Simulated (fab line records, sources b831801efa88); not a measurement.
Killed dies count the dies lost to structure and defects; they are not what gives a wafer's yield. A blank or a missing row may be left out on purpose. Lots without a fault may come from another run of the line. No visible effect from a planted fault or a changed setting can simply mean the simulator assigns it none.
One fault through the eyes of 2 desks / flow gf180mcu / each desk holds nothing but its own numbers, with what lay behind them at the end

== TOOL OWNER'S DESK, pecvd-01 ==
The tool's own readings at GF_PASSIVATION_CVD_00 (deposits SiO2 from TEOS, target thk 1000 nm, time 111.95 s): means of the sampled wafers that have a number, for each lot that ran on this tool. A lot is out of limits, marked OUT, if its mean lies more than 4 standard deviations from the usual mean; the brackets give that distance.
Columns: A = heater-power-w at GF_PASSIVATION_CVD_00, usual 658 W; B = rf-fwd-power-W at GF_PASSIVATION_CVD_00, usual 596.8 W
lot=L203; first seen here=day 29 02:41; A=542; B=630.1 (+17) OUT
lot=L206; first seen here=day 30 09:40; A=609; B=627.4 (+15) OUT
lot=L216; first seen here=day 32 19:25; A=578; B=596.8
lot=L221; first seen here=day 34 07:37; A=582; B=596.9
This desk finds L203, L206 out of limits, L203 being first, at day 29 02:41 (rf-fwd-power-W at GF_PASSIVATION_CVD_00). L216, L221 stayed within limits.

== AT THE METROLOGY DESK ==
What the gauges read for every lot (on any tool): the sampled wafers with a number, averaged. A lot is out of limits, marked OUT, if its mean lies more than 4 standard deviations from the usual mean; the brackets give that distance.
Columns: A = M4_OVL at GF_M4_OVL_MEAS_15, usual 0 nm
lot=L200; first seen here=day 23 11:04; A=-3
lot=L203; first seen here=day 24 15:00; A=-2
lot=L206; first seen here=day 26 00:07; A=3
lot=L210; first seen here=day 27 06:01; A=-1
lot=L211; first seen here=day 27 12:48; A=-4
lot=L212; first seen here=day 27 14:10; A=2
lot=L215; first seen here=day 28 12:56; A=10
lot=L216; first seen here=day 28 19:23; A=11
lot=L217; first seen here=day 28 21:05; A=-2
lot=L218; first seen here=day 29 12:57; A=-5
lot=L220; first seen here=day 30 04:07; A=-1
lot=L221; first seen here=day 30 13:31; A=-1
lot=L222; first seen here=day 30 15:25; A=3
This desk's verdict: no lot among the 13 shows anything out of limits.

== PUT TOGETHER ==
At day 29 02:41, on L203, L206, the tool owner's desk was in a position to raise an alarm.
Nothing out of limits was seen by the metrology desk.
The metrology desk holds a record of L203, L206, inside its limits.
GF_PASSIVATION_CVD_00 was run on pecvd-01 by each of the lots named.

== WHAT THE SIMULATOR HAD PUT IN ==
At GF_PASSIVATION_CVD_00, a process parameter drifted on pecvd-01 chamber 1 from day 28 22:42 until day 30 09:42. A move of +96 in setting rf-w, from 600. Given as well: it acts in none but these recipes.
Struck lots among those shown: L203, L206.
How many hours passed from the start of the fault until each desk's first out-of-limits reading: the tool owner's desk, 4.
